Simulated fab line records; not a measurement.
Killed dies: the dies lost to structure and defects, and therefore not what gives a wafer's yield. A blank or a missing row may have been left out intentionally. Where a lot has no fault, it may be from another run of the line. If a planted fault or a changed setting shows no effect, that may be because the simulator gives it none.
The tool behind it: which one? -- flow gf180mcu -- 14 lots with 42 wafers sampled at 4 steps, on a route of 602 steps

WHAT THE GAUGES READ, wafer by wafer
GF_V4_CD_MEAS_14: target cd 260 nm.
lot,measured,on,cd-nm (nm)
L683,day 24 11:22,cd-sem-01,260.8 259.5 259.4
L684,day 25 00:31,cd-sem-02,259.6 261.0 260.3
L685,day 25 02:34,cd-sem-01,259.7 259.6 260.8
L690,day 26 18:02,cd-sem-02,258.3 259.2 260.1
L691,day 27 04:43,cd-sem-02,261.0 261.1 261.0
L692,day 27 12:49,cd-sem-02,259.3 259.6 259.6
L698,day 29 11:49,cd-sem-01,259.2 261.4 259.2
L700,day 30 02:05,cd-sem-01,260.0 259.7 259.4
L701,day 30 03:59,cd-sem-02,259.5 260.2 260.2
L702,day 30 08:49,cd-sem-01,257.8 257.4 257.5
L703,day 30 11:28,cd-sem-01,258.5 259.6 259.5
L704,day 30 21:17,cd-sem-02,261.0 260.0 261.0
L705,day 31 02:45,cd-sem-02,261.0 260.5 259.9
L706,day 31 09:35,cd-sem-02,258.3 259.4 258.7

GF_V5_THK_MEAS_01.
lot,measured,on,V5_CVD_00_THK (nm)
L683,day 26 09:07,film-metro-03,305 303 304
L684,day 26 21:46,film-metro-03,306 310 307
L685,day 27 00:01,film-metro-01,306 301 305
L690,day 28 12:53,film-metro-02,295 296 299
L691,day 28 22:44,film-metro-03,303 302 304
L692,day 29 07:03,film-metro-02,301 297 303
L698,day 31 03:32,film-metro-01,289 294 300
L700,day 31 17:35,film-metro-03,291 295 290
L701,day 31 17:52,film-metro-03,299 299 299
L702,day 31 21:56,film-metro-02,303 294 293
L703,day 32 02:19,film-metro-01,301 307 302
L704,day 32 10:43,film-metro-02,294 293 302
L705,day 32 16:28,film-metro-02,305 297 291
L706,day 32 22:26,film-metro-01,290 297 302

WHAT TOOL EACH LOT RAN ON (gives the tool, then ch and the chambers of the sampled wafers, and finally the start)
lot,GF_V4_ETCH_17,GF_MIM_SPUTTER_09
L683,"rie-diel-02 ch 0,2,3, day 24 13:20 or earlier","pvd-sputter-03, day 24 13:20"
L684,"rie-diel-02 ch 0,2, day 25 02:27 or earlier","pvd-sputter-03, day 25 02:27"
L685,"rie-diel-01 ch 0,2, day 25 04:31 or earlier","pvd-sputter-02, day 25 04:31"
L690,"rie-diel-01 ch 0,1,2, day 26 19:54 or earlier","pvd-sputter-01, day 26 19:54"
L691,"rie-diel-03 ch 1,2,3, day 27 06:42 or earlier","pvd-sputter-03, day 27 06:42"
L692,"rie-diel-01 ch 0,2,3, day 27 14:44 or earlier","pvd-sputter-03, day 27 14:44"
L698,"rie-diel-03 ch 1,3, day 29 13:40 or earlier","pvd-sputter-01, day 29 13:40"
L700,"rie-diel-03 ch 1,2,3, day 30 04:02 or earlier","pvd-sputter-01, day 30 04:02"
L701,"rie-diel-02 ch 0,2, day 30 05:55 or earlier","pvd-sputter-02, day 30 05:55"
L702,"rie-diel-01 ch 0,1,2, day 30 10:43 or earlier","pvd-sputter-03, day 30 10:43"
L703,"rie-diel-01 ch 0,1,2, day 30 13:23 or earlier","pvd-sputter-01, day 30 13:23"
L704,"rie-diel-03 ch 0,2, day 30 23:10 or earlier","pvd-sputter-02, day 30 23:10"
L705,"rie-diel-03 ch 0,1,2, day 31 04:59 or earlier","pvd-sputter-02, day 31 04:59"
L706,"rie-diel-03 ch 0,1,2, day 31 11:31 or earlier","pvd-sputter-02, day 31 11:31"
- GF_V4_ETCH_17: etches SiO2 in C4F8/O2/Ar, stops on TiN, target depth 630 nm.
- GF_MIM_SPUTTER_09: material TiN, target thk 35 nm, time 29.2 s.

WHAT THE TOOLS THEMSELVES READ (means of the sampled wafers that have a number; where no wafer has one, the mark that the record gives instead)
GF_V4_ETCH_17.
lot,tool,oes-product-au (a.u.)
L683,rie-diel-02,0.854
L684,rie-diel-02,0.860
L685,rie-diel-01,0.856
L690,rie-diel-01,0.856
L691,rie-diel-03,0.851
L692,rie-diel-01,0.854
L698,rie-diel-03,0.859
L700,rie-diel-03,0.856
L701,rie-diel-02,0.858
L702,rie-diel-01,0.853
L703,rie-diel-01,0.857
L704,rie-diel-03,0.857
L705,rie-diel-03,0.859
L706,rie-diel-03,0.859

GF_MIM_SPUTTER_09.
lot,tool,throttle-valve-pct (%)
L683,pvd-sputter-03,30.7
L684,pvd-sputter-03,30.5
L685,pvd-sputter-02,28.3
L690,pvd-sputter-01,30.1
L691,pvd-sputter-03,30.6
L692,pvd-sputter-03,30.1
L698,pvd-sputter-01,30.3
L700,pvd-sputter-01,30.1
L701,pvd-sputter-02,29.0
L702,pvd-sputter-03,30.2
L703,pvd-sputter-01,29.7
L704,pvd-sputter-02,27.5
L705,pvd-sputter-02,28.8
L706,pvd-sputter-02,28.5

THE ANSWER, worked out from the rows above alone
Rule: the lots themselves supply what counts as usual. Put in order of their means at a reading, lots are off if they are a third of the lots or fewer, leave a main group of 4 or more, and stand apart from it by a gap of 3 or more times the standard deviation of the main group's means; of several such gaps the widest counts. If all means in a main group match to the digits the tables above print for the reading, that group is not used. Also off: a lot with no number at a reading for which 4 or more lots have one. The other lots that the step has rows for count as sound. After the gauges, taken in route order, come the tools' own readings; for these a lot's mean is taken, as printed above. At the first step where some lot is off, the reading lying furthest off is the one used; lots without a number count as furthest.
Nothing can be told from this: no lot is off at any reading shown.

WHAT THE SIMULATOR HAD PUT IN
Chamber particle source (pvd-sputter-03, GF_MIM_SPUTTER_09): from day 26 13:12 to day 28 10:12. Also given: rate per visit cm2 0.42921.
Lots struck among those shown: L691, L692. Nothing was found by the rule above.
